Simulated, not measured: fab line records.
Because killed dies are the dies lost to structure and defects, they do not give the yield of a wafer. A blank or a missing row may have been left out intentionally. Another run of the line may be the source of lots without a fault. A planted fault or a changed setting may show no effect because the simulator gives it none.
A lot that was struck, set against a sound lot | flow sky130 | 22 steps out of a route of 708
Sound: these wafers, L964.1, L964.2, L964.4. Wafers L967.3, L967.4, L967.5 were the ones struck. The cause is named last.
Each step with rows lists, per side, the tool, then ch with its chambers, then its first start. Under that, the readings that differ: sound wafers | struck wafers | difference of the means | sigmas: that difference in standard deviations of wafers without a fault.
alike: words and numbers the same on both sides, and readings whose means are apart by under 2 such deviations; not compared: readings that were withheld, readings missing a value for some wafer, numbers with overlapping values and no deviation given by the record, and bounds like >300 which may hide the same value.
Wherever a step has rows on one side only, a row that says differs or no value, or a row with sigmas, the two part there. Numbers that don't overlap but have no deviation are shown without sigmas and don't part them. Lack of a reading on every wafer of one side parts them only where that side has two or more wafers.

SKY_VIA4_RS_MEAS_19: measures by four-point-probe.
  sound: filmMetro-02 at day 43 05:08; struck: filmMetro-02 at day 43 16:28
  alike: VIA4_W_RS
SKY_VIA4_THK_MEAS_20: measures by xrf.
  sound: filmMetro-02 at day 43 05:15; struck: filmMetro-02 at day 43 16:34
  alike: VIA4_W_THK
SKY_VIA4_CMP_21: polishes, stops on SiO2, t overpolish 25 s, target thk 0 nm.
  sound on cmp-01 ch 0,2,3, day 43 05:19; struck on cmp-02 ch 1,2,3, day 43 16:51
  alike: headPressurePsi, motorCurrentA, overpolishRunS, slurryFilterDpKPa, slurryFlowMlMin, timeToEndpointS
SKY_METAL5_SPUTTER_00: material Ti, target thk 15 nm, time 10 s.
  sound: pvdSputter-01 at day 43 05:37; struck: pvdSputter-02 at day 43 17:06
reading              | sound          | struck         | difference | sigmas
throttleValvePct (%) | 27.7 28.5 29.2 | 31.5 31.4 28.9 | +2.1       | +2
SKY_METAL5_SPUTTER_01: material TiN, target thk 20 nm, time 16.7 s.
  sound: pvdSputter-01 at day 43 05:38; struck: pvdSputter-02 at day 43 17:07
  alike: throttleValvePct
then, 1 step without rows for these wafers: SKY_METAL5_SPUTTER_02 (material AlCu, target thk 1150 nm, time 61.2 s).
SKY_METAL5_SPUTTER_03: material Ti, target thk 5 nm, time 3.3 s.
  sound: pvdSputter-01 at day 43 05:43; struck: pvdSputter-02 at day 43 17:12
  alike: throttleValvePct
SKY_METAL5_SPUTTER_04: material TiN, target thk 70 nm, time 58.3 s.
  sound: pvdSputter-01 at day 43 05:44; struck: pvdSputter-02 at day 43 17:13
  alike: throttleValvePct
SKY_METAL5_RS_MEAS_05: measures by four-point-probe.
  sound: filmMetro-02 at day 43 05:47; struck: filmMetro-02 at day 43 17:19
  alike: METAL5_ALCU_RS
SKY_METAL5_THK_MEAS_06: measures by xrf.
  sound: filmMetro-02 at day 43 05:54; struck: filmMetro-02 at day 43 17:25
  alike: METAL5_ALCU_THK
then, 2 steps without rows for these wafers: SKY_METAL5_DEHYDRATE_07 (time 60 s); SKY_METAL5_HMDS_08 (prime time 60 s).
SKY_METAL5_COAT_09: resist thk 1800 nm.
  sound on lithoTrack-04 ch 0, day 43 17:06; struck on lithoTrack-04 ch 0, day 44 04:21
reading                                    | sound          | struck         | difference | sigmas
model.NOVOLAK_of_METAL5_COAT_09.thkNm (nm) | 1799 1801 1801 | 2001 2004 1998 | +201       | 
then, 4 steps without rows for these wafers: SKY_METAL5_SOFTBAKE_10 (time 60 s); SKY_METAL5_EXPOSE_11 (exposes mask MM5, target cd 1600 nm); SKY_METAL5_PEB_12; SKY_METAL5_DEVELOP_13 (develop time 60 s).
SKY_METAL5_DESCUM_14: chemistry O2, time 11 s.
  sound on rieMetal-03 ch 0,1, day 44 04:23; struck on rieMetal-02 ch 0,1, day 44 15:31
reading                | sound          | struck         | difference | sigmas
model.METAL5.cdNm (nm) | 1601 1602 1600 | 1617 1618 1618 | +17        | 
  alike: drypumpMotorCurrentA, oesProductAu
  not compared: rfHoursCounterH
SKY_METAL5_METAL_ETCH_15: etches the open film in Cl2/BCl3, stops on SiO2, target depth 1260 nm, time 252 s.
  sound on rieMetal-03 ch 0,1, day 44 04:25; struck on rieMetal-02 ch 0,1, day 44 15:37
reading                                    | sound          | struck         | difference | sigmas
model.NOVOLAK_of_METAL5_COAT_09.thkNm (nm) | 1034 1032 1030 | 1261 1248 1256 | +223       | 
model.METAL5.cdNm (nm)                     | 1590 1617 1595 | 1628 1627 1633 | +29        | 
  alike: drypumpMotorCurrentA, mfcCl2Sccm, oesProductAu, throttleValvePct
  not compared: rfHoursCounterH
SKY_METAL5_STRIP_16: strips in O2/N2.
  sound on plasmaAsher-01 ch 0,1, day 44 04:40; struck on plasmaAsher-01 ch 0,1, day 44 15:49
reading                  | sound             | struck            | difference | sigmas
stripTimeToEndpointS (s) | 13.06 13.04 13.01 | 15.63 15.50 15.57 | +2.53      | +18
  alike: drypumpMotorCurrentA, oesProductAu
  not compared: rfHoursCounterH
then, 1 step without rows for these wafers: SKY_METAL5_STRIP_17 (strips in post etch residue remover, time 1200 s).
SKY_PAD_OPEN_PROBE_99:
  sound: prober-02 at day 46 01:40; struck: prober-01 at day 46 13:32
reading                       | sound          | struck         | difference | sigmas
model.etest.met5.widthNm (nm) | 1589 1614 1596 | 1628 1628 1634 | +30        | 
  alike: defectLimitedYield, killed_at_M0_to_M3, killed_at_M4_up, killedAtContacts, killedAtFrontEnd, killedAtOther, killedDies, killedOpen, killedShort, sort_bin_3_pad_short, sort_bin_5_function, sort_bin_6_memory, sortNPass, sortYieldPct

WHERE THEY PART
First at SKY_METAL5_SPUTTER_00; last, within this record, at SKY_METAL5_STRIP_16. Later steps at which nothing parts them and some readings are alike: SKY_PAD_OPEN_PROBE_99.

WHY: what the simulator had put in
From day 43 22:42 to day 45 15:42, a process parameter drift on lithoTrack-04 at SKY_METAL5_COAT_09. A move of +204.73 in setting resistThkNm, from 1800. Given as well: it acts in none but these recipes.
